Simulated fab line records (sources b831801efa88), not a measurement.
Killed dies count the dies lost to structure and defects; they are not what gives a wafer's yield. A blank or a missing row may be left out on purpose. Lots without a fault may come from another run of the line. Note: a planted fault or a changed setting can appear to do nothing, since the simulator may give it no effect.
Chamber matching / flow sfq-line / SFQ_TRILAYER_I6_DEP_PECVD_165 on pecvd-02 has 3 sister chambers
The step deposits SiO2 from SiH4/N2O, time 111.11 s, target thk 500 nm. 3 wafers are shown with their chamber, then 7 later ones without.

== WAFERS WITH THEIR CHAMBER ==
wafer=L147.4; chamber=1; throttle-valve-pct (%)=24.1
wafer=L149.1; chamber=0; throttle-valve-pct (%)=25.8
wafer=L149.3; chamber=2; throttle-valve-pct (%)=27.0

== WAFERS MISSING THEIR CHAMBER ==
wafer=L149.4; throttle-valve-pct (%)=24.3
wafer=L150.1; throttle-valve-pct (%)=24.6
wafer=L150.3; throttle-valve-pct (%)=26.9
wafer=L150.4; throttle-valve-pct (%)=24.1
wafer=L152.4; throttle-valve-pct (%)=27.0
wafer=L152.5; throttle-valve-pct (%)=24.4
wafer=L152.6; throttle-valve-pct (%)=27.0

== EACH ONE'S CHAMBER ==
wafer=L149.4; from the rows above=1; in truth=1
wafer=L150.1; from the rows above=1; in truth=1
wafer=L150.3; from the rows above=2; in truth=2
wafer=L150.4; from the rows above=1; in truth=1
wafer=L152.4; from the rows above=2; in truth=2
wafer=L152.5; from the rows above=1; in truth=1
wafer=L152.6; from the rows above=2; in truth=2
Correct placement for 7 of the 7. Not placeable from these rows: 0. Placed wrongly: 0.
How it was worked out, from the rows above alone: a wafer's distance from a chamber is the root of the sum, over the readings, of the square of ((its reading less the chamber's mean) divided by the reading's scatter). If the next closest chamber is less than 2 further off than the closest, the wafer can't be placed; otherwise it belongs to the closest. The mean given for a chamber averages the wafers shown for that chamber. The scatter (one wafer shown for each chamber): square how far every hidden wafer sits from the nearest shown wafer, average those squares and take the square root.
